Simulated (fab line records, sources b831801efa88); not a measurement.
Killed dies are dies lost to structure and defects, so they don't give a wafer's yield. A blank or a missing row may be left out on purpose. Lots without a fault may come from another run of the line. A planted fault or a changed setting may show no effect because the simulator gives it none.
fab line records | flow sky130
record lots=13 wafers=39 last_day=51
route steps=708 shown VIA3@576 METAL4@599 PAD_OPEN@708
lots that met no fault: from a run of the same line without faults
start_h: hours from the record's first day to the start of the lot's first wafer shown | wait_h: hours since the lot's step before | " the same as in the row above | L1.1+2: a row that stands for several wafers | - no value, or no start given | * or withheld: withheld | < > ~ a bound
route shown NAME@n: a module of which the file shows steps, and the number in the route of the first | usual: mean/standard deviation of fault-free wafers | same: alike in all rows | chamber/n: place in a boat | sites: the reading at each site | _std_site: their standard deviation | _edge_site: outer sites' mean less inner sites' | radius_mm: how far each site lies from the wafer's centre | mask NAME#n: copy n | behind: the tool/chamber that last shaped the wafer | hold: why the lot was held/for how many hours/how that ended | device: the transistor (n, p or np) that didn't switch | end of line: the same wafers' tests at the end of the route | a step without rows: its recipe alone | killed: dies lost to structure and defects at the first sort, not the wafer's yield | map: a wafer's dies, x killed, . not, _ none there
set.NAME: the setting as run; set.NAME@STEP: as run at that earlier step | model.NAME: the simulator's own value behind a step, which no gauge read
steps of the route over a sample of lots; a table a step, a row a wafer
services: from which hour (start_h, from the record's first day; less than 0 if before it) a tool's chamber was out of use, for how many hours, and why
## steps
# step SKY_VIA3_BOW_MEAS_03
# recipe mode=bow
# usual VIA3_BOW=77/8.1
# columns lot.wafer tool chamber start_h wait_h VIA3_BOW[um]
L477.1 film_metro-03 - 902.72 0.1 73
L477.2 " - " " 73
L477.5 " - " " 75
L479.1 film_metro-01 - 920.41 0.2 76
L479.2 " - " " 77
L479.6 " - " " 70
L482.1 film_metro-01 - 939.51 0.2 83
L482.2 " - " " 79
L482.6 " - " " 81
L483.1 film_metro-03 - 951.63 0.2 88
L483.3 " - " " 70
L483.5 " - " " 81
L484.2 film_metro-01 - 953.02 0.3 60
L484.5 " - " " 75
L484.6 " - " " 87
L485.2 film_metro-01 - 964.15 0.3 74
L485.4 " - " " 64
L485.6 " - " " 69
L486.2 film_metro-01 - 969.53 0.3 72
L486.4 " - " " 64
L486.6 " - " " 67
L492.1 film_metro-01 - 1028.71 0.2 76
L492.3 " - " " 69
L492.5 " - " " 77
L493.2 film_metro-04 - 1033.04 0.3 77
L493.3 " - " " 80
L493.4 " - " " 78
L494.3 film_metro-04 - 1039.14 0.3 87
L494.5 " - " " 80
L494.6 " - " " 73
L497.2 film_metro-03 - 1056.31 0.2 87
L497.5 " - " " 84
L497.6 " - " " 95
L498.1 film_metro-03 - 1058.55 0.1 77
L498.3 " - " " 83
L498.5 " - " " 63
L499.1 film_metro-04 - 1088.35 0.1 67
L499.2 " - " " 77
L499.4 " - " " 71
# step SKY_VIA3_STRIP_17
# recipe chemistry=post_etch_residue_remover time_s=1200 temp_c=72.5
# usual bath_guard_temp_C=72.5/0.47 bath_heat_duty_pct=14.4/1.7
# columns lot.wafer tool chamber start_h wait_h bath_guard_temp_C bath_heat_duty_pct
L477.1 wet_bench-04 1 927.30 0.1 72.3 12.8
L477.2 " 1 " " 72.8 13.8
L477.5 " 1 " " 72.4 14.7
L479.1 wet_bench-01 2 945.00 0.1 72.1 14.2
L479.2 " 2 " " 72.0 13.8
L479.6 " 2 " " 72.3 12.2
L482.1 wet_bench-03 0 964.45 0.1 72.7 12.6
L482.2 " 0 " " 72.6 13.1
L482.6 " 0 " " 73.0 11.7
L483.1 wet_bench-04 0 976.90 0.1 73.0 16.6
L483.3 " 0 " " 73.2 17.0
L483.5 " 0 " " 72.9 16.3
L484.2 wet_bench-03 3 978.43 0.1 72.7 16.2
L484.5 " 3 " " 73.2 16.0
L484.6 " 3 " " 73.0 18.1
L485.2 wet_bench-03 1 988.93 0.1 72.5 12.7
L485.4 " 1 " " 72.4 13.2
L485.6 " 1 " " 72.7 12.9
L486.2 wet_bench-04 0 993.58 0.1 72.8 15.2
L486.4 " 0 " " 72.9 16.0
L486.6 " 0 " " 73.2 16.5
L492.1 wet_bench-01 3 1051.63 0.1 - -
L492.3 " 3 " " - -
L492.5 " 3 " " - -
L493.2 wet_bench-04 3 1055.98 0.1 - -
L493.3 " 3 " " - -
L493.4 " 3 " " - -
L494.3 wet_bench-04 3 1061.18 0.0 - -
L494.5 " 3 " " - -
L494.6 " 3 " " - -
L497.2 wet_bench-04 2 1077.43 0.1 72.2 16.0
L497.5 " 2 " " 72.0 14.5
L497.6 " 2 " " 71.9 14.9
L498.1 wet_bench-04 2 1079.40 0.1 72.1 15.0
L498.3 " 2 " " 72.0 12.5
L498.5 " 2 " " 72.0 14.5
L499.1 wet_bench-04 1 1109.24 0.2 72.5 13.4
L499.2 " 1 " " 72.5 14.9
L499.4 " 1 " " 72.1 14.2
# step SKY_VIA3_SPUTTER_20
# recipe material=TiN target_thk_nm=20 chamber_pressure_pa=5 power_w=4000 time_s=80
# usual cathode_dc_power_W=3999.9/0.77 throttle_valve_pct=30.0/1.1
# columns lot.wafer tool chamber start_h wait_h cathode_dc_power_W throttle_valve_pct
L477.1 pvd_sputter-02 - 927.94 0.0 3999.5 29.5
L477.2 " - " " 3998.8 28.9
L477.5 " - " " 3998.7 28.9
L479.1 pvd_sputter-01 - 945.49 0.0 4001.0 30.8
L479.2 " - " " 3999.7 27.8
L479.6 " - " " 3999.9 31.0
L482.1 pvd_sputter-01 - 964.95 0.0 3999.8 32.0
L482.2 " - " " 4000.2 30.6
L482.6 " - " " 4000.3 31.4
L483.1 pvd_sputter-02 - 977.39 0.0 3999.4 29.0
L483.3 " - " " 3999.6 30.7
L483.5 " - " " 3999.6 29.7
L484.2 pvd_sputter-03 - 978.92 0.0 3999.4 31.1
L484.5 " - " " 3998.5 28.9
L484.6 " - " " 3999.6 31.4
L485.2 pvd_sputter-02 - 989.42 0.0 4000.7 29.8
L485.4 " - " " 3999.3 30.6
L485.6 " - " " 3999.3 28.8
L486.2 pvd_sputter-02 - 994.07 0.0 3999.8 30.5
L486.4 " - " " 3999.7 29.5
L486.6 " - " " 3998.9 30.6
L492.1 pvd_sputter-03 - 1052.16 0.0 4000.8 31.4
L492.3 " - " " 3999.9 28.9
L492.5 " - " " 3999.8 31.0
L493.2 pvd_sputter-01 - 1056.90 0.0 4000.2 30.3
L493.3 " - " " 3999.6 31.3
L493.4 " - " " 4000.3 31.8
L494.3 pvd_sputter-02 - 1062.10 0.0 4000.2 29.5
L494.5 " - " " 3999.0 30.1
L494.6 " - " " 4000.0 30.7
L497.2 pvd_sputter-03 - 1077.96 0.0 4001.0 29.3
L497.5 " - " " 3999.1 29.4
L497.6 " - " " 4000.6 28.9
L498.1 pvd_sputter-02 - 1079.94 0.0 3999.1 30.2
L498.3 " - " " 4000.4 30.6
L498.5 " - " " 3999.1 30.2
L499.1 pvd_sputter-01 - 1110.14 0.0 4000.1 30.4
L499.2 " - " " 3999.0 31.3
L499.4 " - " " 4000.7 28.0
# step SKY_METAL4_SPUTTER_01
# recipe material=TiN target_thk_nm=20 power_w=6500 time_s=16.7 chamber_pressure_pa=0.4
# usual cathode_dc_power_W=6499.9/1.1 throttle_valve_pct=29.9/0.99
# columns lot.wafer tool chamber start_h wait_h cathode_dc_power_W throttle_valve_pct
L477.1 pvd_sputter-04 - 928.79 0.0 6499.9 30.2
L477.2 " - " " 6500.7 31.0
L477.5 " - " " 6499.5 29.1
L479.1 pvd_sputter-04 - 946.18 0.0 6499.4 29.7
L479.2 " - " " 6500.1 28.9
L479.6 " - " " 6499.1 30.2
L482.1 pvd_sputter-03 - 965.63 0.0 6499.0 29.0
L482.2 " - " " 6499.8 29.3
L482.6 " - " " 6498.4 31.1
L483.1 pvd_sputter-04 - 978.08 0.0 6498.0 30.8
L483.3 " - " " 6498.6 29.4
L483.5 " - " " 6501.2 28.7
L484.2 pvd_sputter-04 - 979.60 0.0 6498.8 30.4
L484.5 " - " " 6500.1 30.4
L484.6 " - " " 6502.0 28.9
L485.2 pvd_sputter-04 - 990.10 0.0 6500.0 30.9
L485.4 " - " " 6501.9 29.0
L485.6 " - " " 6499.8 30.4
L486.2 pvd_sputter-04 - 994.75 0.0 6500.6 29.0
L486.4 " - " " 6500.5 28.9
L486.6 " - " " 6499.8 29.4
L492.1 pvd_sputter-01 - 1052.97 0.0 6499.2 31.6
L492.3 " - " " 6501.9 31.2
L492.5 " - " " 6500.5 31.9
L493.2 pvd_sputter-03 - 1057.59 0.0 6500.4 29.3
L493.3 " - " " 6499.5 29.0
L493.4 " - " " 6498.7 30.9
L494.3 pvd_sputter-03 - 1062.79 0.0 6500.9 31.0
L494.5 " - " " 6501.4 29.4
L494.6 " - " " 6498.8 28.8
L497.2 pvd_sputter-01 - 1078.77 0.0 6500.2 31.9
L497.5 " - " " 6498.7 30.5
L497.6 " - " " 6499.7 31.2
L498.1 pvd_sputter-01 - 1080.75 0.0 6501.3 31.9
L498.3 " - " " 6500.2 30.2
L498.5 " - " " 6500.9 31.9
L499.1 pvd_sputter-03 - 1110.99 0.0 6502.2 28.8
L499.2 " - " " 6500.9 31.1
L499.4 " - " " 6499.3 29.3
# step SKY_PAD_OPEN_PROBE_99
# usual defect_limited_yield=82.3/2.1 killed_at_M0_to_M3=44/7.2 killed_at_M4_up=3.1/1.7 killed_at_contacts=24/5.2 killed_at_front_end=15/4.1 killed_at_other=0.3/0.61 killed_dies=87/10 killed_open=48/7.5 killed_short=39/6.6 sort_bin_3_pad_short=0.8/0.39 sort_bin_5_function=10.4/1.7 sort_bin_6_memory=6.5/1.1 sort_n_pass=405/10 sort_yield_pct=82.3/2.1
# same gross_dies=492 killed_at_back_side=0 sort_bin_4_leakage[%]=0 sort_bin_8_speed[%]=0
# columns lot.wafer tool chamber start_h wait_h defect_limited_yield[%] killed_at_M0_to_M3 killed_at_M4_up killed_at_contacts killed_at_front_end killed_at_other killed_dies killed_open killed_short sort_bin_3_pad_short[%] sort_bin_5_function[%] sort_bin_6_memory[%] sort_n_pass sort_yield_pct[%]
L477.1 prober-01 - 1073.54 0.1 85.2 39 2 19 12 1 73 44 29 1.2 10.0 3.7 419 85.2
L477.2 prober-01 - 1073.59 0.1 86.0 35 3 21 9 1 69 44 24 0.2 8.3 5.5 423 86.0
L477.5 prober-01 - 1073.74 0.2 80.5 47 3 29 17 0 96 59 37 1.0 10.0 8.5 396 80.5
L479.1 prober-02 - 1088.99 0.1 81.9 45 2 29 13 0 89 52 37 1.6 10.2 6.3 403 81.9
L479.2 prober-02 - 1089.04 0.1 81.1 49 5 26 13 0 93 49 44 0.8 12.0 6.1 399 81.1
L479.6 prober-02 - 1089.24 0.2 80.9 45 2 38 9 0 94 56 38 1.0 10.6 7.5 398 80.9
L482.1 prober-01 - 1105.03 0.1 80.7 52 2 27 13 1 95 53 42 0.6 10.6 8.1 397 80.7
L482.2 prober-01 - 1105.08 0.1 80.5 49 4 23 19 1 96 51 45 0.6 12.0 6.9 396 80.5
L482.6 prober-01 - 1105.28 0.2 78.3 45 3 36 23 0 107 58 49 1.6 12.2 7.9 385 78.3
L483.1 prober-02 - 1114.74 0.1 85.8 39 2 16 13 0 70 33 37 1.4 8.5 4.3 422 85.8
L483.3 prober-02 - 1114.84 0.2 79.5 55 3 25 18 0 101 49 52 0.8 12.6 7.1 391 79.5
L483.5 prober-02 - 1114.94 0.2 82.3 47 2 18 20 0 87 51 36 0.8 10.6 6.3 405 82.3
L484.2 prober-01 - 1115.94 0.1 83.3 39 4 20 19 0 82 49 33 1.0 11.4 4.3 410 83.3
L484.5 prober-01 - 1116.09 0.2 81.1 50 2 23 18 0 93 50 43 0.8 12.8 5.3 399 81.1
L484.6 prober-01 - 1116.14 0.2 83.5 50 1 18 12 0 81 45 36 0.6 9.6 6.3 411 83.5
L485.2 prober-02 - 1125.61 0.1 79.5 47 4 29 20 1 101 55 45 0.4 13.2 6.9 391 79.5
L485.4 prober-02 - 1125.71 0.2 84.6 38 5 15 17 1 76 36 39 0.6 6.9 7.9 416 84.6
L485.6 prober-02 - 1125.81 0.2 86.4 30 1 22 14 0 67 34 33 0.8 7.3 5.5 425 86.4
L486.2 prober-01 - 1129.28 0.1 80.3 49 5 24 19 0 97 53 44 0.4 11.4 7.9 395 80.3
L486.4 prober-01 - 1129.38 0.2 85.2 34 1 23 15 0 73 43 30 0.2 8.5 6.1 419 85.2
L486.6 prober-01 - 1129.48 0.2 83.9 34 3 21 20 1 79 41 37 0.8 10.6 4.7 413 83.9
L492.1 prober-01 - 1172.97 0.1 82.1 45 2 27 14 0 88 47 41 1.6 10.6 5.7 404 82.1
L492.3 prober-01 - 1173.07 0.2 82.9 41 1 30 12 0 84 41 41 1.0 8.5 7.5 408 82.9
L492.5 prober-01 - 1173.17 0.2 85.6 40 1 19 11 0 71 39 32 0.8 7.7 5.9 421 85.6
L493.2 prober-02 - 1179.17 0.1 85.0 38 4 17 15 0 74 41 33 0.4 9.3 5.3 418 85.0
L493.3 prober-02 - 1179.22 0.2 82.7 36 4 31 14 0 85 42 43 0 11.2 6.1 407 82.7
L493.4 prober-02 - 1179.27 0.2 83.5 42 4 24 11 0 81 48 33 1.0 8.9 6.5 411 83.5
L494.3 prober-01 - 1182.80 0.2 82.5 56 5 15 10 0 86 49 36 0.4 11.2 5.9 406 82.5
L494.5 prober-01 - 1182.90 0.2 81.1 44 5 27 17 0 93 52 40 0.8 11.4 6.7 399 81.1
L494.6 prober-01 - 1182.95 0.2 81.7 46 8 24 12 0 90 43 45 0.6 12.2 5.5 402 81.7
L497.2 prober-01 - 1196.14 0.1 77.4 65 3 25 17 1 111 54 57 1.4 13.4 7.7 381 77.4
L497.5 prober-01 - 1196.29 0.2 81.7 37 7 23 23 0 90 52 38 0.8 8.3 9.1 402 81.7
L497.6 prober-01 - 1196.34 0.2 81.1 46 1 30 16 0 93 54 39 0.4 11.8 6.7 399 81.1
L498.1 prober-01 - 1197.59 0.1 82.3 41 3 27 14 2 87 44 41 0.8 9.8 7.1 405 82.3
L498.3 prober-01 - 1197.69 0.2 81.9 40 4 26 17 2 89 44 44 0.6 11.4 6.1 403 81.9
L498.5 prober-01 - 1197.79 0.2 81.3 41 6 26 19 0 92 44 48 1.4 11.4 5.9 400 81.3
L499.1 prober-01 - 1218.95 0.1 85.6 37 0 21 13 0 71 34 37 0.6 7.5 6.3 421 85.6
L499.2 prober-01 - 1219.00 0.1 83.3 44 1 20 16 1 82 54 28 0.4 10.4 5.9 410 83.3
L499.4 prober-01 - 1219.10 0.2 87.2 28 2 19 14 0 63 30 33 0.4 6.9 5.5 429 87.2
# killed by level:class
L477.1 VIA1:geometric_particle:open=13 CONTACT:geometric_particle:open=8 VIA3:geometric_particle:open=5 METAL1:geometric_particle:short=4 VIA2:geometric_particle:short=4 VIA2:geometric_particle:open=4 POLY_GATE:geometric_particle:open=3 LI_CONTACT:geometric_particle:open=3
L477.2 VIA1:geometric_particle:open=13 CONTACT:geometric_particle:open=10 VIA1:geometric_particle:short=8 LI_CONTACT:geometric_particle:open=5 VIA3:geometric_particle:open=5 VIA2:geometric_particle:open=4 CONTACT:geometric_particle:short=3 FIELD_ISO:geometric_particle:short=2
L477.5 LI_CONTACT:geometric_particle:open=13 VIA1:geometric_particle:open=10 CONTACT:geometric_particle:open=8 POLY_GATE:geometric_particle:open=6 METAL2:geometric_particle:short=6 VIA2:geometric_particle:open=6 VIA1:geometric_particle:short=5 METAL1:geometric_particle:short=5
L479.1 CONTACT:geometric_particle:open=13 VIA1:geometric_particle:open=9 VIA2:geometric_particle:open=9 FIELD_ISO:geometric_particle:open=7 VIA1:geometric_particle:short=7 CONTACT:geometric_particle:short=6 METAL2:geometric_particle:short=5 VIA3:geometric_particle:open=5
L479.2 METAL1:geometric_particle:short=11 VIA1:geometric_particle:open=10 CONTACT:geometric_particle:open=9 VIA3:geometric_particle:open=7 LI_CONTACT:geometric_particle:open=6 VIA2:geometric_particle:open=5 LI_CONTACT:geometric_particle:short=4 METAL4:geometric_particle:short=4
L479.6 CONTACT:geometric_particle:open=12 LI_CONTACT:geometric_particle:open=12 CONTACT:geometric_particle:short=8 VIA1:geometric_particle:open=8 VIA3:geometric_particle:open=7 METAL2:geometric_particle:short=5 VIA2:geometric_particle:open=5 LI_CONTACT:geometric_particle:short=4
L482.1 VIA3:geometric_particle:open=11 VIA1:geometric_particle:open=10 CONTACT:geometric_particle:open=8 LI_CONTACT:geometric_particle:open=6 LOCAL_INTERCONNECT:geometric_particle:short=5 METAL1:geometric_particle:short=5 METAL3:geometric_particle:short=5 VIA1:geometric_particle:short=5
L482.2 VIA1:geometric_particle:open=16 CONTACT:geometric_particle:open=9 METAL2:geometric_particle:short=8 POLY_GATE:geometric_particle:short=7 LI_CONTACT:geometric_particle:open=6 METAL1:geometric_particle:short=6 FIELD_ISO:geometric_particle:open=5 VIA3:geometric_particle:open=5
L482.6 VIA3:geometric_particle:open=10 CONTACT:geometric_particle:open=9 VIA1:geometric_particle:open=8 VIA2:geometric_particle:open=7 LI_CONTACT:geometric_particle:open=7 METAL2:geometric_particle:short=7 FIELD_ISO:geometric_particle:open=6 POLY_GATE:geometric_particle:short=6
L483.1 VIA1:geometric_particle:open=13 METAL1:geometric_particle:short=9 CONTACT:geometric_particle:open=7 METAL2:geometric_particle:short=7 FIELD_ISO:geometric_particle:short=6 LI_CONTACT:geometric_particle:open=4 FIELD_ISO:geometric_particle:open=3 POLY_GATE:geometric_particle:short=2
L483.3 CONTACT:geometric_particle:open=14 VIA1:geometric_particle:open=10 VIA2:geometric_particle:short=9 VIA2:geometric_particle:open=6 VIA1:geometric_particle:short=6 METAL2:geometric_particle:short=5 METAL3:geometric_particle:short=5 FIELD_ISO:geometric_particle:short=4
L483.5 VIA3:geometric_particle:open=8 VIA2:geometric_particle:open=8 VIA1:geometric_particle:open=7 POLY_GATE:geometric_particle:short=6 CONTACT:geometric_particle:open=6 FIELD_ISO:geometric_particle:open=5 POLY_GATE:geometric_particle:open=5 METAL1:geometric_particle:short=5
L484.2 VIA2:geometric_particle:open=10 VIA1:geometric_particle:open=8 CONTACT:geometric_particle:open=7 FIELD_ISO:geometric_particle:short=6 LI_CONTACT:geometric_particle:open=6 VIA3:geometric_particle:open=6 METAL2:geometric_particle:short=4 FIELD_ISO:geometric_particle:open=3
L484.5 VIA1:geometric_particle:open=14 CONTACT:geometric_particle:open=11 CONTACT:geometric_particle:short=7 VIA3:geometric_particle:open=7 METAL3:geometric_particle:short=7 FIELD_ISO:geometric_particle:open=6 FIELD_ISO:geometric_particle:short=5 POLY_GATE:geometric_particle:short=5
L484.6 VIA1:geometric_particle:open=13 CONTACT:geometric_particle:open=9 METAL3:geometric_particle:short=7 VIA3:geometric_particle:short=6 VIA2:geometric_particle:open=6 LI_CONTACT:geometric_particle:open=4 METAL1:geometric_particle:short=4 VIA3:geometric_particle:open=4
L485.2 CONTACT:geometric_particle:open=12 LI_CONTACT:geometric_particle:open=8 VIA3:geometric_particle:open=8 VIA2:geometric_particle:open=8 POLY_GATE:geometric_particle:short=7 METAL1:geometric_particle:short=7 VIA1:geometric_particle:open=7 METAL2:geometric_particle:short=6
L485.4 CONTACT:geometric_particle:open=10 METAL1:geometric_particle:short=8 METAL2:geometric_particle:short=6 VIA2:geometric_particle:open=6 FIELD_ISO:geometric_particle:short=5 VIA1:geometric_particle:open=5 SPACER:geometric_particle:short=4 VIA1:geometric_particle:short=4
L485.6 CONTACT:geometric_particle:short=8 METAL2:geometric_particle:short=6 POLY_GATE:geometric_particle:open=5 CONTACT:geometric_particle:open=5 VIA2:geometric_particle:open=5 LI_CONTACT:geometric_particle:open=4 LOCAL_INTERCONNECT:geometric_particle:short=4 METAL1:geometric_particle:short=3
L486.2 VIA1:geometric_particle:open=11 VIA2:geometric_particle:open=11 LI_CONTACT:geometric_particle:open=10 POLY_GATE:geometric_particle:short=7 VIA3:geometric_particle:short=7 FIELD_ISO:geometric_particle:open=6 CONTACT:geometric_particle:open=5 METAL4:geometric_particle:short=4
L486.4 CONTACT:geometric_particle:open=10 LI_CONTACT:geometric_particle:open=8 VIA1:geometric_particle:open=8 VIA3:geometric_particle:short=6 VIA3:geometric_particle:open=6 FIELD_ISO:geometric_particle:open=4 VIA1:geometric_particle:short=4 METAL1:geometric_particle:short=4
L486.6 LI_CONTACT:geometric_particle:open=8 CONTACT:geometric_particle:open=8 VIA1:geometric_particle:open=8 FIELD_ISO:geometric_particle:short=7 POLY_GATE:geometric_particle:short=7 VIA3:geometric_particle:open=7 METAL2:geometric_particle:short=4 VIA2:geometric_particle:short=3
L492.1 CONTACT:geometric_particle:open=9 METAL1:geometric_particle:short=9 CONTACT:geometric_particle:short=8 VIA1:geometric_particle:open=8 VIA3:geometric_particle:open=7 LI_CONTACT:geometric_particle:open=6 VIA1:geometric_particle:short=6 POLY_GATE:geometric_particle:short=4
L492.3 CONTACT:geometric_particle:open=10 LI_CONTACT:geometric_particle:open=8 VIA1:geometric_particle:open=8 LOCAL_INTERCONNECT:geometric_particle:short=7 VIA1:geometric_particle:short=7 METAL1:geometric_particle:short=6 POLY_GATE:geometric_particle:open=4 METAL2:geometric_particle:short=4
L492.5 VIA1:geometric_particle:open=15 LI_CONTACT:geometric_particle:open=6 METAL1:geometric_particle:short=6 CONTACT:geometric_particle:open=5 VIA1:geometric_particle:short=5 VIA2:geometric_particle:open=5 POLY_GATE:geometric_particle:short=4 CONTACT:geometric_particle:short=3
L493.2 VIA1:geometric_particle:open=8 VIA2:geometric_particle:open=8 LI_CONTACT:geometric_particle:open=7 VIA3:geometric_particle:open=6 LI_CONTACT:geometric_particle:short=5 POLY_GATE:geometric_particle:short=4 FIELD_ISO:geometric_particle:short=3 POLY_GATE:geometric_particle:open=3
L493.3 CONTACT:geometric_particle:open=11 VIA1:geometric_particle:open=9 METAL1:geometric_particle:short=8 LI_CONTACT:geometric_particle:open=6 LI_CONTACT:geometric_particle:short=5 LOCAL_INTERCONNECT:geometric_particle:short=5 METAL2:geometric_particle:short=5 METAL4:geometric_particle:short=4
L493.4 CONTACT:geometric_particle:open=12 VIA2:geometric_particle:open=7 VIA1:geometric_particle:open=7 FIELD_ISO:geometric_particle:short=5 METAL3:geometric_particle:short=5 VIA3:geometric_particle:open=5 METAL2:geometric_particle:open=5 METAL2:geometric_particle:short=5
L494.3 VIA1:geometric_particle:open=12 METAL2:geometric_particle:short=9 METAL1:geometric_particle:short=8 VIA3:geometric_particle:open=6 CONTACT:geometric_particle:open=5 METAL2:geometric_particle:open=5 LI_CONTACT:geometric_particle:open=4 VIA1:geometric_particle:short=4
L494.5 CONTACT:geometric_particle:open=11 VIA1:geometric_particle:open=10 METAL2:geometric_particle:short=8 VIA3:geometric_particle:open=8 VIA2:geometric_particle:open=7 LI_CONTACT:geometric_particle:open=6 LI_CONTACT:geometric_particle:short=5 METAL4:geometric_particle:short=5
L494.6 CONTACT:geometric_particle:open=10 METAL2:geometric_particle:short=8 VIA1:geometric_particle:open=7 VIA2:geometric_particle:open=6 METAL3:geometric_particle:short=5 VIA3:geometric_particle:open=5 CONTACT:geometric_particle:short=4 METAL1:geometric_particle:short=4
L497.2 VIA1:geometric_particle:open=11 VIA2:geometric_particle:open=10 METAL1:geometric_particle:short=9 VIA1:geometric_particle:short=9 LOCAL_INTERCONNECT:geometric_particle:short=8 VIA3:geometric_particle:open=8 CONTACT:geometric_particle:open=7 POLY_GATE:geometric_particle:open=5
L497.5 VIA1:geometric_particle:open=12 CONTACT:geometric_particle:open=9 POLY_GATE:geometric_particle:open=7 FIELD_ISO:geometric_particle:open=6 METAL4:geometric_particle:short=6 FIELD_ISO:geometric_particle:short=5 LI_CONTACT:geometric_particle:open=5 LOCAL_INTERCONNECT:geometric_particle:short=5
L497.6 VIA1:geometric_particle:open=12 CONTACT:geometric_particle:short=10 VIA2:geometric_particle:open=9 POLY_GATE:geometric_particle:open=6 CONTACT:geometric_particle:open=6 LI_CONTACT:geometric_particle:open=6 FIELD_ISO:geometric_particle:open=5 LOCAL_INTERCONNECT:geometric_particle:short=5
L498.1 VIA1:geometric_particle:open=13 LI_CONTACT:geometric_particle:open=9 CONTACT:geometric_particle:open=8 METAL2:geometric_particle:short=7 FIELD_ISO:geometric_particle:short=6 LOCAL_INTERCONNECT:geometric_particle:short=5 VIA2:geometric_particle:open=5 LI_CONTACT:geometric_particle:short=4
L498.3 METAL1:geometric_particle:short=10 VIA1:geometric_particle:open=10 CONTACT:geometric_particle:open=9 POLY_GATE:geometric_particle:open=6 LI_CONTACT:geometric_particle:open=5 CONTACT:geometric_particle:short=5 METAL2:geometric_particle:short=4 VIA2:geometric_particle:open=4
L498.5 CONTACT:geometric_particle:open=12 VIA1:geometric_particle:open=8 FIELD_ISO:geometric_particle:short=7 METAL2:geometric_particle:short=7 FIELD_ISO:geometric_particle:open=6 CONTACT:geometric_particle:short=6 METAL1:geometric_particle:short=6 METAL4:geometric_particle:short=5
L499.1 VIA1:geometric_particle:open=11 CONTACT:geometric_particle:open=8 METAL1:geometric_particle:short=7 METAL2:geometric_particle:short=7 LI_CONTACT:geometric_particle:open=5 FIELD_ISO:geometric_particle:short=4 CONTACT:geometric_particle:short=4 VIA1:geometric_particle:short=4
L499.2 VIA1:geometric_particle:open=12 VIA2:geometric_particle:open=11 CONTACT:geometric_particle:open=10 FIELD_ISO:geometric_particle:open=8 VIA1:geometric_particle:short=5 METAL2:geometric_particle:short=5 FIELD_ISO:geometric_particle:short=4 CONTACT:geometric_particle:short=3
L499.4 CONTACT:geometric_particle:short=7 CONTACT:geometric_particle:open=6 VIA1:geometric_particle:open=6 METAL2:geometric_particle:short=5 VIA2:geometric_particle:open=5 SPACER:geometric_particle:short=3 POLY_CUT:geometric_particle:short=3 LI_CONTACT:geometric_particle:open=3
## services
# columns tool chamber start_h hours kind
pvd_sputter-04 - 910.19 11.4 repair
wet_bench-03 - 922.86 2.5 repair
pvd_sputter-04 - 962.67 6.6 repair
pvd_sputter-02 - 967.56 8.9 repair
pvd_sputter-03 - 1071.31 1.5 repair
pvd_sputter-01 - 1088.18 4.3 repair
## key
first_sign step=SKY_VIA3_STRIP_17 reading=tool_record direction=missing
effect none on later readings
met_at SKY_VIA3_STRIP_17
struck_lots L492,L493,L494
not_acting_at SKY_VIA3_BOW_MEAS_03,SKY_VIA3_SPUTTER_20,SKY_METAL4_SPUTTER_01
onset_between 993.58 1051.63
fault kind=skipped_step_whole tool=wet_bench-01,wet_bench-04 chamber=- onset_h=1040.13 steps=SKY_VIA3_STRIP_17 scope=struck_lots_only
